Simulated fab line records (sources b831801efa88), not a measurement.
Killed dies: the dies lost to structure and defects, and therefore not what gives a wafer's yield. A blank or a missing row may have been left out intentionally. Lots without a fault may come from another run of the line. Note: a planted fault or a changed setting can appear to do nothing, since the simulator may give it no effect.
Problem report, 8D (eight disciplines) form, completed by code + flow sky130 + the parts of the form that need people (team, actions taken, sign-off) are left out

== 1. THE ISSUE ==
SD_N_RS at SKY_SD_N_RS_MEAS_16 reads a mean of 67.11 ohm/sq on 6 wafers of 2 lots; wafers without a fault read 68.62 ohm/sq with a standard deviation of 0.13. Measured from the usual mean, that is -12 standard deviations.
The step: measures by four-point-probe.
The first sign was on wafer L911.3 at day 32 00:59, on filmMetro-02. Wafers with a number at this step in the record: 33, from 11 lots. Rule for "out" (also "out of limits"): further than 4 standard deviations from the usual mean. Any other wafer with a number is counted as sound.

== 2. WHAT IT IS; WHAT IT IS NOT ==
| question                    | is                         | is not                                                                          |
|-----------------------------|----------------------------|---------------------------------------------------------------------------------|
| which readings at this step | SD_N_RS                    | -                                                                               |
| which lots                  | L911, L913                 | L900, L901, L903, L904, L905, L910, L916, L922, L923                            |
| which wafers of those lots  | all that have a number     | -                                                                               |
| read on which gauges        | filmMetro-01, filmMetro-02 | filmMetro-03                                                                    |
| when                        | from day 32 00:59          | up to then (18 sound wafers); but 9 sound wafers of L916, L922, L923 came after |

== 3. THE SUSPECTS, EACH WITH WHAT RULES IT OUT ==
Counting: a tool stays on the suspect list if, at a process step up to the reading, it processed all lots that are out and no sound lot following the first of them.
- the gauge at SKY_SD_N_RS_MEAS_16 has been ruled out. Those wafers that are out were read across 2 gauges (filmMetro-01, filmMetro-02).
- rtpAnneal-02 at SKY_SD_N_RTA_14 (time 2 s): ruled out as a lasting fault. Sound lots L923 ran on it after its first lot that is out, L911 (day 32 00:47).
Left after counting: nothing in the record.

== 4. THE CAUSE (what the simulator had put in) ==
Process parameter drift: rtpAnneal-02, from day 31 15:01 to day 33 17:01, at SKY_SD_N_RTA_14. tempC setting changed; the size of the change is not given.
The count ruled it out by mistake, since the rule takes a fault to strike every lot its tool runs from the start of the fault on, and this one did not do so.

== 5. THE EFFECT CHAIN, in route order ==
Each row: a reading where the mean over the struck wafers with a number is more than 3 standard deviations away from the usual. Scope: only readings with a usual standard deviation given in the record; hours: median across lots of the time from each lot's start at the first step in this table that gives one to its start at this step; sigmas: change in usual standard deviations.
| hours | step                | reading          | usual        | on struck wafers | change | sigmas |
|-------|---------------------|------------------|--------------|------------------|--------|--------|
| 0     | SKY_SD_N_RTA_14     | wafer_temp_C_max | 1078.2       | 1087.9           | +9.7   | +6.9   |
| 0     | SKY_SD_N_RS_MEAS_16 | SD_N_RS          | 68.62 ohm/sq | 67.11            | -1.51  | -12    |
| 0     | SKY_SD_N_RS_MEAS_17 | SD_P_RS          | 146.9 ohm/sq | 139.5            | -7.4   | -20    |
Its process steps:
- SKY_SD_N_RTA_14: time 2 s.
Later measuring or inspecting steps at which every struck wafer that the step has a row for has a number for every such reading, and none has moved that far: SKY_SD_N_RS_MEAS_18.

== 6. HOW IT WOULD HAVE BEEN CAUGHT EARLIER ==
In this record the first reading out of limits at a measuring or inspecting step was taken at day 32 00:59, 10 hours after the fault began at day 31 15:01.
The tool's own readings at SKY_SD_N_RTA_14 were out on every struck wafer that the step has a row for (wafer_temp_C_max): an alarm limit on them would have fired on the first of those.
